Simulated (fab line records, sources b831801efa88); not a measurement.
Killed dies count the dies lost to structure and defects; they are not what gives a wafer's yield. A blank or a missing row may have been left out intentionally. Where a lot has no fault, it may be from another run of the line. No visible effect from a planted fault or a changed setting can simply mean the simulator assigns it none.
Matching of chambers | flow gf180mcu | GF_V1_CMP_26 on cmp-01: 4 sister chambers
The step polishes, stops on SiO2, t overpolish 15 s, target thk 0 nm. 20 wafers are shown with their chamber, then 10 later ones without.

== WAFERS, EACH WITH ITS CHAMBER ==
wafer  | chamber | motorCurrentA (A) | overpolishRunS (s) | timeToEndpointS (s)
L075.2 | 3       | 11.6              | 15.001             | 81
L075.4 | 2       | 11.5              | 14.999             | 88
L075.5 | 0       | 10.3              | 14.996             | 82
L076.4 | 0       | 10.3              | 14.991             | 85
L076.5 | 2       | 11.2              | 14.997             | 86
L076.6 | 1       | 11.4              | 14.987             | 87
L078.1 | 0       | 10.0              | 15.006             | 86
L078.2 | 1       | 11.6              | 14.996             | 86
L078.6 | 1       | 12.2              | 15.010             | 84
L080.1 | 2       | 11.4              | 14.983             | 86
L080.3 | 1       | 11.9              | 14.991             | 87
L080.4 | 0       | 10.7              | 14.990             | 89
L083.2 | 1       | 12.0              | 14.991             | 89
L083.4 | 0       | 10.6              | 15.007             | 89
L083.5 | 0       | 10.1              | 14.990             | 87
L086.3 | 0       | 10.9              | 14.994             | 85
L086.4 | 1       | 12.2              | 14.991             | 83
L086.5 | 2       | 11.2              | 14.994             | 88
L087.4 | 2       | 11.9              | 14.998             | 90
L087.5 | 3       | 11.8              | 15.008             | 86

SIGNATURES (means of the wafers above)
reading         | chamber 0 | chamber 1 | chamber 2 | chamber 3 | scatter within a chamber
motorCurrentA   | 10.414    | 11.883    | 11.440    | 11.700    | 0.309
overpolishRunS  | 14.99629  | 14.99433  | 14.99420  | 15.00450  | 0.0073
timeToEndpointS | 86.14     | 86.00     | 87.60     | 83.50     | 2.3
Rule: a wafer lies at a distance from a chamber equal to the root of the sum of squares, over the readings, of (its reading less the chamber's mean, divided by the reading's scatter). If the next closest chamber is less than 2 further off than the closest, the wafer can't be placed; otherwise it belongs to the closest. The scatter is the square root of a quotient: the sum, over the shown wafers, of each reading's squared deviation from its chamber's mean, divided by wafers minus chambers.

== WAFERS WITHOUT THEIR CHAMBER ==
wafer  | motorCurrentA (A) | overpolishRunS (s) | timeToEndpointS (s)
L087.6 | 10.7              | 14.999             | 87
L088.4 | 11.8              | 14.997             | 86
L088.5 | 10.8              | 14.995             | 84
L088.6 | 11.9              | 15.006             | 83
L092.2 | 10.8              | 15.006             | 84
L092.3 | 11.2              | 15.005             | 89
L092.4 | 11.7              | 15.014             | 82
L097.2 | 12.2              | 15.004             | 81
L097.3 | 11.4              | 15.001             | 85
L097.6 | 11.8              | 15.007             | 90

== THE CHAMBER EACH PASSED THROUGH ==
wafer  | from the rows above               | in truth
L087.6 | can't be placed: 0 or 2           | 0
L088.4 | can't be placed: 1 or 2 or 3      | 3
L088.5 | can't be placed: 0 or 2 or 3      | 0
L088.6 | can't be placed: 3 or 1           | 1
L092.2 | can't be placed: 0 or 3 or 2 or 1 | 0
L092.3 | can't be placed: 2 or 3 or 1 or 0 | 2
L092.4 | can't be placed: 3 or 1           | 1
L097.2 | can't be placed: 3 or 1           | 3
L097.3 | can't be placed: 3 or 2 or 1      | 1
L097.6 | can't be placed: 2 or 1 or 3      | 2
Placed correctly: 0 of 10. Unplaceable from these rows: 10, with the true chamber sitting among the candidates in 10. Placed wrongly: 0.
